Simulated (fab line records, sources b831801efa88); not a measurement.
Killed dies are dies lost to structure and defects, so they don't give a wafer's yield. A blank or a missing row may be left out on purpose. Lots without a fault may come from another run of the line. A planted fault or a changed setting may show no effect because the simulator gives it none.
Problem report in the 8D (eight disciplines) form, filled by code | flow gf180mcu | the parts of the form that need people (team, actions taken, sign-off) are left out

1. THE PROBLEM
oes_product_au at GF_TOP_METAL_METAL_ETCH_16 reads a mean of 0.898 a.u. on 6 wafers of 2 lots; wafers without a fault read 0.967 a.u. with a standard deviation of 0.0059. That is -12 standard deviations from the usual mean.
The step: etches the open film in Cl2/BCl3, stops on SiO2, target depth 1077.5 nm, time 179.6 s.
First seen on wafer L149.1, day 33 07:39, on rie_metal-01. The record holds 42 wafers of 14 lots with a number at this step. Rule for "out", or "out of limits": more than 4 standard deviations from the usual mean. The other wafers with a number count as sound.

2. WHAT IT IS AND WHAT IT IS NOT
question                    | is                                 | is not
which readings at this step | oes_product_au, throttle_valve_pct | bias_w, drypump_motor_current_A
which lots                  | L149, L151                         | L131, L136, L138, L139, L140, L141, L142, L143, L144, L145, L146, L152
which wafers of those lots  | all that have a number             | -
read on which tools         | rie_metal-01                       | rie_metal-02, rie_metal-03
when                        | from day 33 07:39                  | up to then (33 sound wafers); but 3 sound wafers of L152 came after

3. SUSPECTS, AND WHAT RULES EACH OUT
Counting: a tool at a process step up to the reading stays a suspect if it ran every lot that is out and no sound lot after the first of them.
- plasma_asher-01 at GF_V4_STRIP_18 (strips in O2/N2): ruled out as a lasting fault. Sound lots L152 ran on it after its first lot that is out, L149 (day 30 05:49).
- rie_metal-01 at GF_TOP_METAL_METAL_ETCH_16 (etches the open film in Cl2/BCl3, stops on SiO2, target depth 1077.5 nm, time 179.6 s): kept. It ran every lot that is out, first L149 (day 33 07:39), and no sound lot after that; its last sound lot up to then is L146 (day 32 20:33). Its own readings are out on those wafers: oes_product_au, throttle_valve_pct.
Left after counting: rie_metal-01 at GF_TOP_METAL_METAL_ETCH_16.

4. THE CAUSE (what the simulator had put in)
Process parameter drift: rie_metal-01, from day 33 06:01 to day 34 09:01, at GF_TOP_METAL_METAL_ETCH_16. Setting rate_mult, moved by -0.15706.
Counting left only this tool.

5. THE CHAIN OF EFFECTS, in route order
Each row: a reading whose mean over the struck wafers that have a number lies more than 3 standard deviations from the usual. Only readings for which the record gives a usual standard deviation are gone through. hours: the time from each lot's start at the first step in this table that gives one to its start at this step, as a median over the lots. sigmas: the change in usual standard deviations.
hours | step                       | reading                  | usual      | on struck wafers | change | sigmas
0     | GF_TOP_METAL_METAL_ETCH_16 | oes_product_au           | 0.967 a.u. | 0.898            | -0.069 | -12
0     | GF_TOP_METAL_METAL_ETCH_16 | throttle_valve_pct       | 28.256 %   | 28.332           | +0.076 | +7.6
0     | GF_TOP_METAL_STRIP_17      | strip_time_to_endpoint_s | 13.49 s    | 14.35            | +0.86  | +13
The process steps in it:
- GF_TOP_METAL_METAL_ETCH_16: etches the open film in Cl2/BCl3, stops on SiO2, target depth 1077.5 nm, time 179.6 s.
- GF_TOP_METAL_STRIP_17: strips in O2/N2.

6. WHAT WOULD HAVE CAUGHT IT SOONER
In this record the first reading out of limits was taken at day 33 07:39, 2 hours after the fault began at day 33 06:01.
